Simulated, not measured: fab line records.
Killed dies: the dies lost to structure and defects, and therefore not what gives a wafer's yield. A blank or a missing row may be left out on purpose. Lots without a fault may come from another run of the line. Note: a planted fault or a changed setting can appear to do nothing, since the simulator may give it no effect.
Chamber matching + flow sky130 + cmp-02 running SKY_VIA1_CMP_24: 4 sister chambers
The step polishes, stops on SiO2, t overpolish 15 s, target thk 0 nm. 17 wafers are shown with their chamber, then 8 later ones without.

== EACH WAFER AND ITS CHAMBER ==
| wafer  | chamber | motor current A (A) | time to endpoint s (s) | edge zone pressure frac |
|--------|---------|---------------------|------------------------|-------------------------|
| L707.1 | 3       | 13.0                | 71                     | 0.995                   |
| L707.3 | 2       | 10.7                | 66                     | 0.999                   |
| L707.6 | 0       | 10.3                | 65                     | 1.005                   |
| L709.3 | 1       | 13.2                | 66                     | 0.998                   |
| L709.4 | 0       | 10.2                | 62                     | 1.002                   |
| L709.5 | 0       | 11.1                | 61                     | 1.003                   |
| L708.1 | 1       | 13.5                | 68                     | 1.006                   |
| L708.4 | 3       | 13.4                | 68                     | 0.993                   |
| L708.5 | 3       | 13.0                | 68                     | 1.001                   |
| L711.1 | 1       | 12.9                | 66                     | 0.998                   |
| L711.5 | 1       | 12.9                | 66                     | 1.001                   |
| L711.6 | 2       | 11.1                | 61                     | 1.006                   |
| L713.2 | 1       | 12.8                | 67                     | 1.000                   |
| L713.3 | 3       | 13.2                | 66                     | 0.996                   |
| L713.4 | 2       | 11.1                | 61                     | 1.001                   |
| L714.1 | 2       | 10.9                | 60                     | 0.994                   |
| L714.2 | 3       | 13.6                | 68                     | 0.997                   |

SIGNATURES (averages over the wafers above)
| reading                 | chamber 0 | chamber 1 | chamber 2 | chamber 3 | scatter within a chamber |
|-------------------------|-----------|-----------|-----------|-----------|--------------------------|
| motor current A         | 10.533    | 13.060    | 10.950    | 13.240    | 0.304                    |
| time to endpoint s      | 62.67     | 66.60     | 62.00     | 68.20     | 1.89                     |
| edge zone pressure frac | 1.00333   | 1.00060   | 1.00000   | 0.99640   | 0.00348                  |
Rule: for a wafer and a chamber, the distance is found by dividing, reading by reading, the gap between the wafer's reading and the chamber's mean by the reading's scatter, squaring, summing and taking the root. The wafer belongs to the nearest chamber; if the next one is less than 2 further off, it can't be placed. How the scatter is found: for the shown wafers, subtract from each reading the mean of its chamber, square and add these, divide the total by (wafers less chambers), then take the root.

== WAFERS WITH NO CHAMBER GIVEN ==
| wafer  | motor current A (A) | time to endpoint s (s) | edge zone pressure frac |
|--------|---------------------|------------------------|-------------------------|
| L714.5 | 13.2                | 66                     | 0.995                   |
| L716.5 | 10.4                | 64                     | 0.998                   |
| L724.2 | 10.7                | 64                     | 1.001                   |
| L724.3 | 11.5                | 62                     | 0.998                   |
| L724.4 | 13.2                | 66                     | 1.001                   |
| L730.2 | 11.0                | 57                     | 1.005                   |
| L730.3 | 12.8                | 64                     | 1.000                   |
| L730.5 | 11.1                | 58                     | 0.999                   |

== EACH ONE'S CHAMBER ==
| wafer  | from the rows above     | in truth |
|--------|-------------------------|----------|
| L714.5 | can't be placed: 3 or 1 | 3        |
| L716.5 | can't be placed: 0 or 2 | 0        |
| L724.2 | can't be placed: 0 or 2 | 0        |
| L724.3 | can't be placed: 2 or 0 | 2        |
| L724.4 | can't be placed: 1 or 3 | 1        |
| L730.2 | can't be placed: 2 or 0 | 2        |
| L730.3 | can't be placed: 1 or 3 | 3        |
| L730.5 | can't be placed: 2 or 0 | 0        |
Correct placement for 0 of the 8. Not placeable from these rows: 8 (in 8, the candidates include the true chamber). Number placed wrongly: 0.
